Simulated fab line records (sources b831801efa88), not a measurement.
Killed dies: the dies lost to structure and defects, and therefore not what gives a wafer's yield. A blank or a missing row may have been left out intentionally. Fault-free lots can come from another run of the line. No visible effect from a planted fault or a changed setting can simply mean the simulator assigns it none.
Matching of chambers + flow gf180mcu + GF_V3_CMP_26 on cmp-01: 4 sister chambers
The step polishes, stops on SiO2, t overpolish 15 s, target thk 0 nm. 22 wafers are shown with their chamber, then 11 later ones without.

EACH WAFER AND ITS CHAMBER
| wafer  | chamber | motorCurrentA (A) | timeToEndpointS (s) | overpolishRunS (s) |
|--------|---------|-------------------|---------------------|--------------------|
| L623.2 | 0       | 9.5               | 85                  | 14.992             |
| L623.3 | 2       | 12.9              | 83                  | 14.993             |
| L623.5 | 2       | 13.0              | 82                  | 14.992             |
| L624.2 | 2       | 12.9              | 80                  | 14.997             |
| L624.4 | 3       | 10.7              | 82                  | 15.006             |
| L624.5 | 0       | 9.5               | 82                  | 15.000             |
| L636.2 | 3       | 10.1              | 81                  | 15.010             |
| L636.5 | 2       | 12.4              | 78                  | 15.006             |
| L636.6 | 3       | 10.3              | 77                  | 15.000             |
| L638.2 | 2       | 12.7              | 75                  | 15.011             |
| L638.4 | 1       | 10.4              | 80                  | 15.011             |
| L638.6 | 2       | 13.0              | 80                  | 14.996             |
| L637.2 | 1       | 10.8              | 80                  | 15.008             |
| L637.3 | 2       | 12.8              | 77                  | 14.999             |
| L637.6 | 3       | 10.4              | 75                  | 15.003             |
| L639.2 | 3       | 10.1              | 80                  | 14.998             |
| L639.3 | 0       | 10.2              | 83                  | 14.995             |
| L639.4 | 1       | 10.4              | 79                  | 15.009             |
| L641.2 | 1       | 10.6              | 78                  | 14.991             |
| L641.3 | 2       | 13.0              | 77                  | 15.003             |
| L641.5 | 3       | 10.5              | 77                  | 14.990             |
| L640.1 | 2       | 12.9              | 78                  | 15.004             |

SIGNATURES, as means of the wafers listed above
| reading         | chamber 0 | chamber 1 | chamber 2 | chamber 3 | scatter within a chamber |
|-----------------|-----------|-----------|-----------|-----------|--------------------------|
| motorCurrentA   | 9.733     | 10.550    | 12.844    | 10.350    | 0.237                    |
| timeToEndpointS | 83.33     | 79.25     | 78.89     | 78.67     | 2.33                     |
| overpolishRunS  | 14.99567  | 15.00475  | 15.00011  | 15.00117  | 0.00688                  |
Rule: for a wafer and a chamber, the distance is found by dividing, reading by reading, the gap between the wafer's reading and the chamber's mean by the reading's scatter, squaring, summing and taking the root. The wafer belongs to the nearest chamber; if the next one is less than 2 further off, it can't be placed. How the scatter is found: for the shown wafers, subtract from each reading the mean of its chamber, square and add these, divide the total by (wafers less chambers), then take the root.

WAFERS WITH NO CHAMBER GIVEN
| wafer  | motorCurrentA (A) | timeToEndpointS (s) | overpolishRunS (s) |
|--------|-------------------|---------------------|--------------------|
| L640.2 | 9.5               | 80                  | 15.007             |
| L640.4 | 10.3              | 77                  | 14.997             |
| L644.2 | 10.7              | 83                  | 14.999             |
| L644.4 | 12.3              | 78                  | 15.005             |
| L644.6 | 11.0              | 80                  | 15.000             |
| L645.3 | 10.4              | 82                  | 14.989             |
| L645.4 | 12.2              | 81                  | 14.997             |
| L645.5 | 12.9              | 82                  | 14.997             |
| L646.1 | 10.1              | 78                  | 14.985             |
| L646.4 | 10.7              | 81                  | 15.006             |
| L646.5 | 13.0              | 77                  | 15.005             |

WHICH CHAMBER EACH WENT THROUGH
| wafer  | from the rows above          | in truth |
|--------|------------------------------|----------|
| L640.2 | can't be placed: 0 or 3      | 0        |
| L640.4 | can't be placed: 3 or 1      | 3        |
| L644.2 | can't be placed: 1 or 3      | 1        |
| L644.4 | 2                            | 2        |
| L644.6 | can't be placed: 1 or 3      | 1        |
| L645.3 | can't be placed: 3 or 1 or 0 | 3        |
| L645.4 | 2                            | 2        |
| L645.5 | 2                            | 2        |
| L646.1 | can't be placed: 3 or 0 or 1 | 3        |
| L646.4 | can't be placed: 1 or 3      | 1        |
| L646.5 | 2                            | 2        |
4 of 11 placed correctly. These rows do not allow placing 7 (true chamber among the candidates in 7). 0 placed wrongly.
